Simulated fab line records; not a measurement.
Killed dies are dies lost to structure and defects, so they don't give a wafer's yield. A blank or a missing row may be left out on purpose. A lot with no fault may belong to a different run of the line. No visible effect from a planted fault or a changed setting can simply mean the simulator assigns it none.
Chamber matching -- flow gf180mcu -- 4 sister chambers for GF_V2_ETCH_16 on rie diel-02
The step etches BARC in N2/H2. 8 wafers are shown with their chamber, then 11 later ones without.

## WAFERS PAIRED WITH THEIR CHAMBERS
wafer,chamber,drypump motor current A (A),rf fwd power W (W)
L080.3,0,6.05,497.1
L082.1,0,6.01,493.8
L083.5,3,5.98,495.9
L084.1,2,5.59,491.5
L084.2,3,5.96,494.7
L085.3,2,5.61,493.7
L085.6,1,5.91,494.9
L086.1,1,5.91,498.2

## WAFERS WHOSE CHAMBER IS MISSING
wafer,drypump motor current A (A),rf fwd power W (W)
L086.4,5.61,495.3
L086.5,5.93,499.1
L087.3,5.92,496.7
L087.4,5.60,494.0
L087.6,5.60,493.5
L094.1,6.03,498.1
L094.3,5.61,494.2
L094.4,5.97,496.4
L096.1,5.97,495.4
L096.2,5.60,493.9
L096.4,5.92,498.1

## WHICH CHAMBER EACH WENT THROUGH
wafer,from the rows above,in truth
L086.4,2,2
L086.5,can't be placed: 1 or 3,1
L087.3,1,1
L087.4,2,2
L087.6,2,2
L094.1,0,0
L094.3,2,2
L094.4,3,3
L096.1,3,3
L096.2,2,2
L096.4,1,1
Placed correctly: 10 of 11. From these rows, 1 cannot be placed; in 1 the true chamber is one of the candidates. 0 placed wrongly.
How it was worked out, from the rows above alone: a wafer's distance from a chamber is the root of the sum, over the readings, of the square of ((its reading less the chamber's mean) divided by the reading's scatter). The wafer belongs to the nearest chamber; if the next one is less than 2 further off, it can't be placed. For every chamber, the mean is computed from those of its wafers that are shown. How the scatter is found: for the shown wafers, subtract from each reading the mean of its chamber, square and add these, divide the total by (wafers less chambers), then take the root.
